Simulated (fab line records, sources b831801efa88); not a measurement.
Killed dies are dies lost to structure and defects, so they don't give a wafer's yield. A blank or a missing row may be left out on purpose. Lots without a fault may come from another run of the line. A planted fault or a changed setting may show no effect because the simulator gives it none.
Which tool did it? | flow sky130 | 11 lots, 33 wafers sampled, at 1 step of a route of 708

WHAT THE GAUGES READ, wafer by wafer
SKY_VIA2_THK_MEAS_01.
lot  | measured     | on            | VIA2_HDPCVD_THK (nm)
L879 | day 35 22:16 | film_metro-03 | 1185 1182 1194
L883 | day 37 00:01 | film_metro-01 | 1193 1197 1202
L884 | day 37 05:31 | film_metro-02 | 1187 1184 1184
L885 | day 37 07:24 | film_metro-02 | 1193 1179 1179
L886 | day 37 12:54 | film_metro-03 | 1187 1181 1159
L887 | day 37 19:46 | film_metro-01 | 1181 1154 1169
L888 | day 38 05:53 | film_metro-02 | 1183 1188 1168
L889 | day 38 13:27 | film_metro-01 | 1190 1172 1196
L890 | day 38 16:30 | film_metro-03 | 1160 1152 1154
L891 | day 39 05:31 | film_metro-01 | 1202 1191 1157
L892 | day 39 08:43 | film_metro-03 | 1190 1184 1172

WHICH TOOL RAN EACH LOT (tool, then ch and the chambers of the sampled wafers, then the start)
The record holds no process step before these readings.

THE ANSWER, worked out from the rows above alone
Rule: what is usual is taken from the lots themselves. Put in order of their means at a reading, lots are off if they are a third of the lots or fewer, leave a main group of 4 or more, and stand apart from it by a gap of 3 or more times the standard deviation of the main group's means; of several such gaps the widest counts. A main group whose means are all the same, to the digits that the tables above print for the reading, isn't used. A lot without any number at a reading at which 4 lots or more have one is off too. The other lots that the step has rows for count as sound.
No lot is off at any reading shown: from this, nothing can be told.

WHAT THE SIMULATOR HAD PUT IN
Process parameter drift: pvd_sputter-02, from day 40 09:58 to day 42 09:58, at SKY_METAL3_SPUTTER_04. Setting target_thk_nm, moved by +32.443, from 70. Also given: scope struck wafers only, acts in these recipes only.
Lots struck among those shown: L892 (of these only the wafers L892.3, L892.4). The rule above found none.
